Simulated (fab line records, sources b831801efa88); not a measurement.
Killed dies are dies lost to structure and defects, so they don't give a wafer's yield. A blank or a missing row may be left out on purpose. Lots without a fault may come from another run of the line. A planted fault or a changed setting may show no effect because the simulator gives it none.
Problem report in the 8D (eight disciplines) form, filled by code | flow sky130 | the parts of the form that need people (team, actions taken, sign-off) are left out

1. THE PROBLEM
time_to_endpoint_s at SKY_VIA3_CMP_24 reads a mean of 48.0 s on 4 wafers of 3 lots; wafers without a fault read 94.2 s with a standard deviation of 2.9. That is -16 standard deviations from the usual mean.
The step: polishes, stops on SiO2, t overpolish 20 s, target thk 0 nm.
First seen on wafer L478.3, day 43 04:58, on cmp-01. The record holds 15 wafers of 5 lots with a number at this step. Rule for "out", or "out of limits": more than 4 standard deviations from the usual mean. The other wafers with a number count as sound.

2. WHAT IT IS AND WHAT IT IS NOT
question                    | is                             | is not
which readings at this step | time_to_endpoint_s             | motor_current_A, overpolish_run_s
which lots                  | L477, L478, L479               | L473, L484
which wafers of those lots  | L477.1, L477.6, L478.3, L479.1 | L477.2, L478.4, L478.6, L479.4, L479.6
read on which tools         | cmp-01                         | cmp-02
when                        | from day 43 04:58              | up to then (5 sound wafers); but 6 sound wafers of L477, L479, L484 came after

3. SUSPECTS, AND WHAT RULES EACH OUT
Counting: a tool at a process step up to the reading stays a suspect if it ran every lot that is out. Sound lots after the first of them don't rule it out here, since some wafers of a struck lot are sound.
- cmp-01 at SKY_VIA3_CMP_24 (polishes, stops on SiO2, t overpolish 20 s, target thk 0 nm): kept. It ran every lot that is out, first L478 (day 43 04:58); its last sound lot up to then is L473 (day 41 23:17). Its own readings are out on those wafers: time_to_endpoint_s.
- Within cmp-01 at SKY_VIA3_CMP_24: the wafers that are out ran in chamber 2; their sound lot-mates ran in chambers 0, 3.
Left after counting: cmp-01 at SKY_VIA3_CMP_24.

4. THE CAUSE (what the simulator had put in)
Process parameter drift: cmp-01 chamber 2, from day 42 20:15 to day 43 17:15, at SKY_VIA3_CMP_24. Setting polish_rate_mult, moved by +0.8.
Counting left only this tool.

5. THE CHAIN OF EFFECTS, in route order
Each row: a reading whose mean over the struck wafers that have a number lies more than 3 standard deviations from the usual. Only readings for which the record gives a usual standard deviation are gone through. hours: the time from each lot's start at the first step in this table that gives one to its start at this step, as a median over the lots. sigmas: the change in usual standard deviations.
hours | step            | reading            | usual  | on struck wafers | change | sigmas
0     | SKY_VIA3_CMP_24 | time_to_endpoint_s | 94.2 s | 48.0             | -46.2  | -16
The process steps in it:
- SKY_VIA3_CMP_24: polishes, stops on SiO2, t overpolish 20 s, target thk 0 nm.

6. WHAT WOULD HAVE CAUGHT IT SOONER
In this record the first reading out of limits was taken at day 43 04:58, 9 hours after the fault began at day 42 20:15.
